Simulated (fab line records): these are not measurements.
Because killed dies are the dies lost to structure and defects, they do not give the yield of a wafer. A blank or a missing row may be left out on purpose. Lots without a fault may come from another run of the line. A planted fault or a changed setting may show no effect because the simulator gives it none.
fab line records	flow sky130
record lots=6	wafers=18	last_day=50
route steps=708 shown POLY_GATE@227 LDD_N@237 PAD_OPEN@708
lots with no fault: from the same line, run without faults
start_h: hours from the record's opening day to when the first of the lot's shown wafers began	wait_h: time in hours since the lot's previous step	" as in the row above	L1.1+2: one row covering several wafers at once	- no value, or no start given	* or withheld: withheld	< > ~ a bound
route shown NAME@n: a module of which the file shows steps, and the number in the route of the first	usual: mean and standard deviation over wafers with no fault	same: alike in all rows	chamber/n: place in a boat	sites: the reading at each site	_std_site: standard deviation of those values	_edge_site: mean of outer sites minus mean of inner sites	radius_mm: how far each site lies from the wafer's centre	mask NAME#n: copy n	behind: the tool/chamber that last shaped the wafer	hold: what put the lot on hold/how long, in hours/how the hold closed	device: the transistor (n, p or np) that didn't switch	end of line: the same wafers' tests at the end of the route	where a step has no rows: the recipe by itself	killed: at the first sort, the dies lost to defects and structure; wafer yield is something else	map: dies across one wafer; x = killed, . = not, _ = none there
set.NAME: the setting as run; set.NAME@STEP: as run at that earlier step	model.NAME: the simulator's own value behind a step, which no gauge read
lots at some steps of the route; a table a step, a row a wafer
services: from which hour (start_h, from the record's first day; less than 0 if before it) a tool's chamber was out of use, for how many hours, and why
## steps
# step SKY_POLY_GATE_CD_MEAS_13
# recipe target_cd_nm=150
# usual cd_nm=150.2/1.4
lot.wafer	tool	chamber	start_h	wait_h	cd_nm
L216.3	cd_sem-02	-	415.33	-	148.0
L216.4	"	-	"	"	149.5
L216.6	"	-	"	"	148.3
L217.3	cd_sem-02	-	450.82	-	150.3
L217.4	"	-	"	"	149.8
L217.5	"	-	"	"	151.0
L221.3	cd_sem-02	-	481.77	-	148.9
L221.4	"	-	"	"	148.7
L221.5	"	-	"	"	148.1
L222.1	cd_sem-02	-	494.43	-	147.0
L222.3	"	-	"	"	147.4
L222.4	"	-	"	"	149.4
L230.2	cd_sem-01	-	546.50	-	151.4
L230.3	"	-	"	"	152.2
L230.4	"	-	"	"	151.7
L233.2	cd_sem-02	-	568.46	-	149.0
L233.4	"	-	"	"	149.3
L233.6	"	-	"	"	149.0
# step SKY_POLY_GATE_OVL_MEAS_14
# usual POLY_GATE_OVL=-1/5.7
lot.wafer	tool	chamber	start_h	wait_h	POLY_GATE_OVL[nm]
L216.3	overlay-02	-	415.43	0.1	5
L216.4	"	-	"	"	-4
L216.6	"	-	"	"	5
L217.3	overlay-02	-	450.92	0.1	-1
L217.4	"	-	"	"	-3
L217.5	"	-	"	"	0
L221.3	overlay-01	-	481.86	0.1	-4
L221.4	"	-	"	"	4
L221.5	"	-	"	"	2
L222.1	overlay-01	-	494.55	0.1	0
L222.3	"	-	"	"	-4
L222.4	"	-	"	"	3
L230.2	overlay-02	-	546.60	0.1	-7
L230.3	"	-	"	"	-5
L230.4	"	-	"	"	-11
L233.2	overlay-02	-	568.57	0.1	6
L233.4	"	-	"	"	7
L233.6	"	-	"	"	1
# step SKY_POLY_GATE_ETCH_15
# recipe chemistry=N2/H2	target=BARC	ion_energy_ev=200	source_w=500	bias_w=100	pressure_mtorr=30	n2_flow_sccm=100	h2_flow_sccm=200	stop_on=SiO2	time_s=118.5	target_depth_a=1100
# usual drypump_motor_current_A=5.5/0.47	oes_product_au=0.717/0.0043	throttle_valve_pct=13.212/0.0088
lot.wafer	tool	chamber	start_h	wait_h	drypump_motor_current_A	oes_product_au	rf_hours_counter_h	throttle_valve_pct
L216.3	rie_diel-01	3	415.45	0.0	5.5	0.712	91	13.209
L216.4	"	0	"	"	5.8	0.721	16	13.203
L216.6	"	0	"	"	5.8	0.721	-	13.212
L217.3	rie_diel-04	0	450.94	0.0	5.4	0.717	39	13.194
L217.4	"	1	"	"	5.0	0.715	54	13.218
L217.5	"	0	"	"	5.4	0.715	-	13.202
L221.3	rie_diel-02	0	481.88	0.0	6.0	0.715	68	13.204
L221.4	"	3	"	"	5.4	0.721	1	13.214
L221.5	"	1	"	"	5.1	0.725	-	13.203
L222.1	rie_diel-04	3	494.58	0.0	6.0	0.714	2	13.203
L222.3	"	1	"	"	5.0	0.716	55	13.206
L222.4	"	2	"	"	4.9	0.708	16	13.208
L230.2	rie_diel-02	2	546.63	0.0	6.4	0.721	57	13.204
L230.3	"	3	"	"	5.4	0.724	2	13.198
L230.4	"	1	"	"	5.2	0.716	68	13.219
L233.2	rie_diel-04	3	568.60	0.0	5.9	0.720	3	13.210
L233.4	"	0	"	"	5.4	0.715	42	13.213
L233.6	"	2	"	"	4.9	0.726	-	13.212
# step SKY_POLY_GATE_ETCH_16
# recipe stop_on=poly-Si	chemistry=CH3F/O2	target=Si3N4	source_w=400	bias_w=80	pressure_mtorr=25	ch3f_flow_sccm=40	O2_flow_sccm=30	time_s=147.5	target_depth_a=750
# usual drypump_motor_current_A=5.5/0.47	oes_product_au=0.641/0.0054	throttle_valve_pct=10.534/0.0092
lot.wafer	tool	chamber	start_h	wait_h	drypump_motor_current_A	oes_product_au	rf_hours_counter_h	throttle_valve_pct
L216.3	rie_diel-01	3	415.53	0.0	5.5	0.640	92	10.539
L216.4	"	0	"	"	5.7	0.638	16	10.522
L216.6	"	0	"	"	5.8	0.639	-	10.536
L217.3	rie_diel-04	0	451.02	0.0	5.5	0.645	39	10.528
L217.4	"	1	"	"	4.9	0.643	54	10.526
L217.5	"	0	"	"	5.5	0.650	-	10.534
L221.3	rie_diel-02	0	481.97	0.0	5.9	0.633	68	10.540
L221.4	"	3	"	"	5.4	0.633	1	10.530
L221.5	"	1	"	"	5.2	0.630	-	10.533
L222.1	rie_diel-04	3	494.67	0.0	6.0	0.638	2	10.542
L222.3	"	1	"	"	5.0	0.640	55	10.531
L222.4	"	2	"	"	4.9	0.644	16	10.537
L230.2	rie_diel-02	2	546.72	0.0	6.3	0.636	57	10.533
L230.3	"	3	"	"	5.4	0.642	2	10.538
L230.4	"	1	"	"	5.1	0.643	69	10.536
L233.2	rie_diel-04	3	568.68	0.0	6.0	0.648	3	10.526
L233.4	"	0	"	"	5.4	0.640	42	10.532
L233.6	"	2	"	"	4.9	0.645	-	10.525
# step SKY_POLY_GATE_ETCH_17
# recipe target_depth_nm=180	stop_on=SiO2	over_etch_frac=0.56667	chemistry=HBr/Cl2	target=poly-Si	icp_w=400	bias_w=100	pressure_mtorr=10	HBr_flow_sccm=150	Cl2_flow_sccm=50	time_s=70.5
# usual drypump_motor_current_A=5.82/0.28	he_backside_leak_sccm=2.71/0.22	oes_product_au=0.984/0.0075	throttle_valve_pct=33.685/0.0097
lot.wafer	tool	chamber	start_h	wait_h	drypump_motor_current_A	he_backside_leak_sccm	oes_product_au	rf_hours_counter_h	throttle_valve_pct
L216.3	rie_si-02	1	415.63	0.0	5.64	2.67	0.988	3	33.699
L216.4	"	2	"	"	5.39	2.67	0.980	32	33.676
L216.6	"	1	"	"	5.65	2.82	0.977	-	33.674
L217.3	rie_si-01	0	451.12	0.0	5.46	2.52	0.980	2	33.696
L217.4	"	2	"	"	5.91	2.69	0.987	2	33.680
L217.5	"	0	"	"	5.47	2.46	0.970	-	33.679
L221.3	rie_si-02	3	482.06	0.0	6.00	2.67	0.979	1	33.689
L221.4	"	1	"	"	5.65	2.79	0.977	4	33.678
L221.5	"	2	"	"	5.39	2.73	0.983	-	33.681
L222.1	rie_si-01	0	494.76	0.0	5.50	4.19	0.983	3	33.697
L222.3	"	3	"	"	6.28	2.54	0.997	19	33.686
L222.4	"	1	"	"	5.86	2.81	0.980	1	33.687
L230.2	rie_si-01	1	546.81	0.0	5.87	2.73	0.979	1	33.697
L230.3	"	3	"	"	6.27	2.94	0.997	19	33.676
L230.4	"	2	"	"	5.94	2.68	0.997	2	33.689
L233.2	rie_si-02	1	568.78	0.0	5.71	2.85	0.980	4	33.678
L233.4	"	3	"	"	5.96	2.60	0.991	2	33.692
L233.6	"	3	"	"	5.98	2.66	0.984	-	33.678
# step SKY_POLY_GATE_STRIP_18
# recipe chemistry=O2/N2	power_w=1400	pressure_mtorr=1500	platen_temp_c=withheld	o2_flow_sccm=3000	n2_flow_sccm=300	overash_fraction=0.5
# usual drypump_motor_current_A=5.6/0.59	oes_product_au=0.361/0.005	strip_time_to_endpoint_s=3.17/0.038
lot.wafer	tool	chamber	start_h	wait_h	drypump_motor_current_A	oes_product_au	rf_hours_counter_h	strip_time_to_endpoint_s
L216.3	plasma_asher-02	1	415.72	0.1	5.4	0.356	-	3.19
L216.4	"	0	"	"	6.4	0.361	-	3.22
L216.6	"	1	"	"	5.5	0.364	-	3.22
L217.3	plasma_asher-01	1	451.21	0.1	5.0	0.365	-	3.19
L217.4	"	0	"	"	6.4	0.364	-	3.13
L217.5	"	1	"	"	5.0	0.363	-	3.19
L221.3	plasma_asher-01	0	482.15	0.1	6.4	0.365	-	3.22
L221.4	"	1	"	"	5.0	0.364	-	3.17
L221.5	"	1	"	"	5.0	0.363	-	3.19
L222.1	plasma_asher-04	0	494.82	0.0	5.9	0.368	69	3.18
L222.3	"	0	"	"	5.9	0.361	-	3.15
L222.4	"	1	"	"	5.0	0.360	-	3.28
L230.2	plasma_asher-04	1	546.87	0.0	5.0	0.361	74	3.17
L230.3	"	1	"	"	5.0	0.350	-	3.08
L230.4	"	0	"	"	5.9	0.352	-	3.11
L233.2	plasma_asher-01	1	568.84	0.0	5.0	0.367	87	3.18
L233.4	"	0	"	"	6.4	0.365	-	3.17
L233.6	"	1	"	"	5.0	0.357	-	3.22
# step SKY_POLY_GATE_CLEAN_19
# recipe chemistry=SC1/SC2	mix=1:4:20	temp_c=70	time_s=150	dry=n2_spin
# step SKY_POLY_GATE_OXIDATION_20
# recipe temp_c=850	ambient=O2	stabilise_s=600	purge_s=300	target_thk_a=40	ox_time_s=899
# step SKY_POLY_GATE_THK_MEAS_21
# recipe reads=SiO2_of_POLY_GATE_OXIDATION_20
# usual POLY_GATE_OXIDATION_THK=3.99/0.098
lot.wafer	tool	chamber	start_h	wait_h	POLY_GATE_OXIDATION_THK[nm]
L216.3	film_metro-01	-	425.52	0.0	4.21
L216.4	"	-	"	"	4.22
L216.6	"	-	"	"	4.16
L217.3	film_metro-02	-	456.12	0.0	4.05
L217.4	"	-	"	"	3.98
L217.5	"	-	"	"	4.04
L221.3	film_metro-02	-	485.22	0.0	3.99
L221.4	"	-	"	"	4.17
L221.5	"	-	"	"	4.15
L222.1	film_metro-02	-	496.47	0.0	4.04
L222.3	"	-	"	"	4.00
L222.4	"	-	"	"	4.00
L230.2	film_metro-01	-	548.60	0.1	3.76
L230.3	"	-	"	"	3.86
L230.4	"	-	"	"	3.83
L233.2	film_metro-01	-	570.25	0.0	3.96
L233.4	"	-	"	"	3.94
L233.6	"	-	"	"	3.89
# step SKY_POLY_GATE_CD_MEAS_22
# usual cd_nm=150.7/2.1
lot.wafer	tool	chamber	start_h	wait_h	cd_nm
L216.3	cd_sem-01	-	425.62	0.1	148.4
L216.4	"	-	"	"	150.1
L216.6	"	-	"	"	149.8
L217.3	cd_sem-01	-	456.22	0.1	152.8
L217.4	"	-	"	"	150.5
L217.5	"	-	"	"	152.9
L221.3	cd_sem-02	-	485.49	0.3	145.8
L221.4	"	-	"	"	146.8
L221.5	"	-	"	"	149.0
L222.1	cd_sem-01	-	496.53	0.1	147.0
L222.3	"	-	"	"	146.8
L222.4	"	-	"	"	149.0
L230.2	cd_sem-01	-	548.96	0.3	149.4
L230.3	"	-	"	"	149.4
L230.4	"	-	"	"	151.2
L233.2	cd_sem-02	-	570.33	0.1	148.7
L233.4	"	-	"	"	151.7
L233.6	"	-	"	"	148.9
# step SKY_LDD_N_DEHYDRATE_00
# recipe temp_c=200	time_s=60
# step SKY_LDD_N_HMDS_01
# recipe prime_time_s=60	prime_temp_c=120
# step SKY_LDD_N_COAT_02
# recipe resist=NOVOLAK	spin_rpm=3000	resist_thk_nm=300
# usual chill_plate_temp_C=23.00/0.11	spin_speed_rpm=3000.2/2
lot.wafer	tool	chamber	start_h	wait_h	chill_plate_temp_C	spin_speed_rpm	model.NOVOLAK_of_LDD_N_COAT_02.thk_nm
L216.3	litho_track-02	0	439.54	0.1	23.18	2995.1	299.2
L216.4	"	0	"	"	23.22	2997.5	299.4
L216.6	"	0	"	"	23.10	2998.5	299.1
L217.3	litho_track-01	0	471.01	0.1	22.94	3002.1	300.5
L217.4	"	0	"	"	22.99	3001.8	301.4
L217.5	"	0	"	"	22.91	2999.8	300.9
L221.3	litho_track-02	0	500.89	0.1	23.14	2929.2	302.7
L221.4	"	0	"	"	23.10	2927.3	303.6
L221.5	"	0	"	"	23.15	2928.7	302.7
L222.1	litho_track-02	0	511.54	0.1	23.12	2932.3	302.9
L222.3	"	0	"	"	23.07	2929.3	302.4
L222.4	"	0	"	"	23.15	2929.0	303.4
L230.2	litho_track-01	0	563.83	0.1	22.87	3000.9	299.9
L230.3	"	0	"	"	23.05	3001.9	299.9
L230.4	"	0	"	"	22.95	3002.0	299.8
L233.2	litho_track-02	0	585.17	0.1	22.94	3000.1	301.2
L233.4	"	0	"	"	23.03	2996.9	301.3
L233.6	"	0	"	"	22.91	2998.4	300.8
# step SKY_LDD_N_SOFTBAKE_03
# recipe temp_c=90	time_s=60	resist=NOVOLAK
# step SKY_LDD_N_EXPOSE_04
# recipe mask_id=NTM	target_cd_nm=840	na=0.6	source_shape=conventional	sigma_outer=0.6	dose_mj=110
# step SKY_LDD_N_PEB_05
# recipe temp_c=withheld	time_s=*	resist=NOVOLAK
# step SKY_LDD_N_DEVELOP_06
# recipe develop_time_s=60	dev_temp_c=23.34
# usual chill_plate_temp_C=22.99/0.11
# same develop_time_s=60
lot.wafer	tool	chamber	start_h	wait_h	chill_plate_temp_C	model.NOVOLAK_of_LDD_N_COAT_02.thk_nm
L216.3	litho_track-04	0	454.78	0.1	22.85	298.8
L216.4	"	0	"	"	23.03	299
L216.6	"	0	"	"	22.92	298.7
L217.3	litho_track-04	0	485.63	0.1	23.27	300.1
L217.4	"	0	"	"	23.06	301
L217.5	"	0	"	"	22.94	300.5
L221.3	litho_track-02	0	515.99	0.1	23.04	302.3
L221.4	"	0	"	"	23.03	303.2
L221.5	"	0	"	"	23.00	302.3
L222.1	litho_track-04	0	526.78	0.1	22.99	302.5
L222.3	"	0	"	"	23.00	301.9
L222.4	"	0	"	"	22.92	303
L230.2	litho_track-01	0	577.98	0.1	22.97	299.5
L230.3	"	0	"	"	22.94	299.5
L230.4	"	0	"	"	22.80	299.4
L233.2	litho_track-04	0	599.80	0.1	23.18	300.8
L233.4	"	0	"	"	23.05	300.9
L233.6	"	0	"	"	23.16	300.4
# step SKY_LDD_N_OVL_MEAS_07
# usual LDD_N_OVL=-0.3/1.6
lot.wafer	tool	chamber	start_h	wait_h	LDD_N_OVL[nm]
L216.3	overlay-01	-	454.89	0.1	-0.2
L216.4	"	-	"	"	0.2
L216.6	"	-	"	"	0.3
L217.3	overlay-02	-	485.74	0.1	-1.2
L217.4	"	-	"	"	-2.3
L217.5	"	-	"	"	-1.0
L221.3	overlay-01	-	516.11	0.1	-0.6
L221.4	"	-	"	"	0.4
L221.5	"	-	"	"	0.9
L222.1	overlay-02	-	526.93	0.1	-2.2
L222.3	"	-	"	"	-2.8
L222.4	"	-	"	"	-4.9
L230.2	overlay-01	-	578.11	0.1	2.6
L230.3	"	-	"	"	2.2
L230.4	"	-	"	"	2.3
L233.2	overlay-01	-	599.93	0.1	0.9
L233.4	"	-	"	"	-0.6
L233.6	"	-	"	"	-0.7
# step SKY_PAD_OPEN_PROBE_99
# usual killed_at_M0_to_M3=44/6.9	killed_at_M4_up=3.3/1.7	killed_at_contacts=24/4.7	killed_at_front_end=15/4.5	killed_at_other=0.2/0.49	killed_dies=86/8.4	killed_on_rim=17/4.2	killed_open=47/6.5	killed_short=39/6
# same gross_dies=492	killed_at_back_side=0
lot.wafer	tool	chamber	start_h	wait_h	killed_at_M0_to_M3	killed_at_M4_up	killed_at_contacts	killed_at_front_end	killed_at_other	killed_dies	killed_on_rim	killed_open	killed_short
L216.3	prober-01	-	1108.13	0.2	46	2	27	20	1	96	22	48	48
L216.4	prober-01	-	1108.18	0.2	64	2	23	20	0	109	30	54	55
L216.6	prober-01	-	1108.28	0.2	42	2	24	18	0	86	17	49	37
L217.3	prober-01	-	1129.44	0.2	45	2	27	11	0	85	22	45	40
L217.4	prober-01	-	1129.49	0.2	36	2	28	14	0	80	16	42	38
L217.5	prober-01	-	1129.54	0.2	38	3	34	23	1	99	18	55	44
L221.3	prober-01	-	1147.56	0.2	55	2	20	23	0	100	13	54	46
L221.4	prober-01	-	1147.61	0.2	45	3	29	16	0	93	19	50	41
L221.5	prober-01	-	1147.66	0.2	48	1	22	15	0	86	18	49	37
L222.1	prober-02	-	1154.39	0.1	40	2	23	20	0	85	11	46	39
L222.3	prober-02	-	1154.49	0.2	35	3	29	11	0	78	18	36	42
L222.4	prober-02	-	1154.54	0.2	42	6	20	12	0	80	17	33	47
L230.2	prober-02	-	1188.39	0.1	42	2	24	16	0	84	12	46	38
L230.3	prober-02	-	1188.44	0.2	40	5	27	11	1	84	14	51	33
L230.4	prober-02	-	1188.49	0.2	34	6	21	17	0	78	16	47	31
L233.2	prober-01	-	1196.93	0.1	52	2	28	16	0	98	21	59	39
L233.4	prober-01	-	1197.03	0.2	51	5	21	14	0	91	16	53	38
L233.6	prober-01	-	1197.13	0.2	54	7	15	17	1	94	20	38	56
# killed by level:class
L216.3 VIA1:geometric_particle:open=10 CONTACT:geometric_particle:open=10 METAL2:geometric_particle:short=8 LI_CONTACT:geometric_particle:open=6 METAL1:geometric_particle:short=6 VIA1:geometric_particle:short=5 VIA2:geometric_particle:short=5 FIELD_ISO:geometric_particle:short=4
L216.4 VIA1:geometric_particle:open=11 VIA1:geometric_particle:short=10 VIA3:geometric_particle:short=8 METAL2:geometric_particle:short=7 VIA3:geometric_particle:open=6 CONTACT:geometric_particle:open=6 VIA2:geometric_particle:open=6 FIELD_ISO:geometric_particle:short=5
L216.6 VIA1:geometric_particle:open=10 CONTACT:geometric_particle:open=9 VIA3:geometric_particle:open=7 FIELD_ISO:geometric_particle:open=6 LI_CONTACT:geometric_particle:open=6 FIELD_ISO:geometric_particle:short=5 POLY_GATE:geometric_particle:short=5 METAL1:geometric_particle:short=5
L217.3 LI_CONTACT:geometric_particle:open=7 CONTACT:geometric_particle:open=6 METAL1:geometric_particle:short=6 VIA2:geometric_particle:open=6 VIA1:geometric_particle:open=6 VIA3:geometric_particle:open=5 VIA1:geometric_particle:short=5 LOCAL_INTERCONNECT:geometric_particle:short=5
L217.4 VIA1:geometric_particle:open=10 LI_CONTACT:geometric_particle:open=8 CONTACT:geometric_particle:open=8 METAL1:geometric_particle:short=8 POLY_GATE:geometric_particle:open=6 CONTACT:geometric_particle:short=5 VIA2:geometric_particle:short=5 LOCAL_INTERCONNECT:geometric_particle:short=4
L217.5 LI_CONTACT:geometric_particle:open=12 VIA1:geometric_particle:open=9 CONTACT:geometric_particle:open=7 FIELD_ISO:geometric_particle:open=6 CONTACT:geometric_particle:short=6 POLY_GATE:geometric_particle:open=6 METAL1:geometric_particle:short=6 VIA3:geometric_particle:open=6
L221.3 VIA1:geometric_particle:open=13 LI_CONTACT:geometric_particle:open=11 METAL1:geometric_particle:short=9 FIELD_ISO:geometric_particle:open=7 FIELD_ISO:geometric_particle:short=6 METAL2:geometric_particle:short=6 VIA3:geometric_particle:open=6 VIA1:geometric_particle:short=5
L221.4 CONTACT:geometric_particle:open=12 LI_CONTACT:geometric_particle:open=9 VIA2:geometric_particle:open=9 FIELD_ISO:geometric_particle:short=7 METAL1:geometric_particle:short=6 LOCAL_INTERCONNECT:geometric_particle:short=5 VIA1:geometric_particle:open=5 METAL2:geometric_particle:short=5
L221.5 LI_CONTACT:geometric_particle:open=10 VIA1:geometric_particle:open=10 VIA3:geometric_particle:open=8 VIA3:geometric_particle:short=7 VIA2:geometric_particle:open=6 FIELD_ISO:geometric_particle:open=4 CONTACT:geometric_particle:open=4 METAL2:geometric_particle:short=4
L222.1 VIA3:geometric_particle:open=12 LI_CONTACT:geometric_particle:open=9 LOCAL_INTERCONNECT:geometric_particle:short=6 FIELD_ISO:geometric_particle:short=5 FIELD_ISO:geometric_particle:open=5 POLY_GATE:geometric_particle:short=5 VIA1:geometric_particle:open=5 VIA2:geometric_particle:open=5
L222.3 CONTACT:geometric_particle:short=9 CONTACT:geometric_particle:open=9 VIA1:geometric_particle:open=6 LOCAL_INTERCONNECT:geometric_particle:short=5 VIA2:geometric_particle:short=5 VIA3:geometric_particle:open=5 LI_CONTACT:geometric_particle:open=4 VIA1:geometric_particle:short=4
L222.4 VIA2:geometric_particle:short=7 CONTACT:geometric_particle:short=6 VIA2:geometric_particle:open=6 METAL1:geometric_particle:short=5 LI_CONTACT:geometric_particle:open=5 VIA1:geometric_particle:short=5 METAL4:geometric_particle:short=5 CONTACT:geometric_particle:open=4
L230.2 VIA1:geometric_particle:open=10 LI_CONTACT:geometric_particle:open=10 VIA3:geometric_particle:open=6 VIA1:geometric_particle:short=6 FIELD_ISO:geometric_particle:short=5 CONTACT:geometric_particle:open=5 METAL1:geometric_particle:short=5 METAL2:geometric_particle:short=5
L230.3 LI_CONTACT:geometric_particle:open=12 VIA1:geometric_particle:open=10 VIA2:geometric_particle:open=8 LOCAL_INTERCONNECT:geometric_particle:short=7 VIA2:geometric_particle:short=5 VIA3:geometric_particle:open=5 CONTACT:geometric_particle:open=4 VIA1:geometric_particle:short=4
L230.4 CONTACT:geometric_particle:open=8 VIA1:geometric_particle:open=8 FIELD_ISO:geometric_particle:open=6 LI_CONTACT:geometric_particle:open=6 VIA3:geometric_particle:open=6 VIA2:geometric_particle:short=6 METAL2:geometric_particle:short=4 METAL4:geometric_particle:short=4
L233.2 VIA1:geometric_particle:open=17 CONTACT:geometric_particle:open=11 VIA2:geometric_particle:open=8 POLY_GATE:geometric_particle:short=7 VIA3:geometric_particle:open=7 CONTACT:geometric_particle:short=6 VIA1:geometric_particle:short=6 LI_CONTACT:geometric_particle:short=5
L233.4 VIA2:geometric_particle:open=10 VIA3:geometric_particle:open=10 VIA1:geometric_particle:open=9 CONTACT:geometric_particle:open=8 VIA1:geometric_particle:short=7 POLY_GATE:geometric_particle:short=4 FIELD_ISO:geometric_particle:open=4 METAL1:geometric_particle:open=4
L233.6 VIA1:geometric_particle:open=8 METAL2:geometric_particle:short=8 METAL1:geometric_particle:short=8 METAL3:geometric_particle:short=7 METAL4:geometric_particle:short=6 VIA2:geometric_particle:short=6 POLY_GATE:geometric_particle:open=5 CONTACT:geometric_particle:open=5
## services
tool	chamber	start_h	hours	kind
rie_diel-04	-	403.34	14.6	pm
rie_diel-02	3	404.27	41.1	repair
rie_si-01	-	408.11	0.6	repair
plasma_asher-02	-	421.25	9.0	pm
rie_diel-04	2	429.45	7.3	repair
plasma_asher-01	-	440.68	2.9	repair
rie_diel-02	-	441.90	0.7	repair
rie_si-01	-	448.23	2.8	pm
rie_si-02	0	463.99	7.0	repair
rie_diel-02	1	476.08	4.5	repair
rie_diel-01	1	481.52	1.5	repair
plasma_asher-02	-	502.00	13.2	repair
rie_si-02	3	533.55	2.9	repair
rie_si-01	2	537.80	1.9	repair
rie_diel-01	3	551.03	62.2	repair
rie_diel-01	0	553.52	1.7	repair
rie_diel-01	0	565.22	18.6	repair
rie_si-02	-	570.33	14.6	pm
rie_diel-01	-	591.88	2.8	pm
rie_diel-02	0	592.24	1.5	repair
rie_diel-01	0	596.37	19.9	repair
rie_si-02	2	596.96	-	clean
rie_si-02	2	596.96	16.5	scheduled_down
rie_si-02	2	596.96	16.5	vent_cycle
## key
first_sign step=SKY_LDD_N_COAT_02	reading=spin_speed_rpm	direction=down	sigmas=36	usual=3000.2	struck=2929.3
effect none on later readings
model_effect step=SKY_LDD_N_COAT_02	value=NOVOLAK_of_LDD_N_COAT_02.thk_nm	without=299.4	struck=303
model_effect step=SKY_LDD_N_DEVELOP_06	value=NOVOLAK_of_LDD_N_COAT_02.thk_nm	without=299	struck=302.6
met_at SKY_LDD_N_COAT_02
struck_wafers L221.3,L221.4,L221.5,L222.1,L222.3,L222.4
tester_left_out L221,L222
onset_between 439.54 500.89
fault kind=process_parameter_drift	tool=litho_track-02	chamber=-	onset_h=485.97	steps=SKY_LDD_N_COAT_02	channel=spin_rpm	offset=-70.673	shape=step	end_h=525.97	acts_in=these_recipes_only	stated=3000
# tester_left_out: of these lots the tester's yield and bins aren't shown, on N5 and GAA mostly nor the transistor test; their killed dies are dies lost to structure and defects alone, not to doping, threshold or leakage, so they don't give the yield
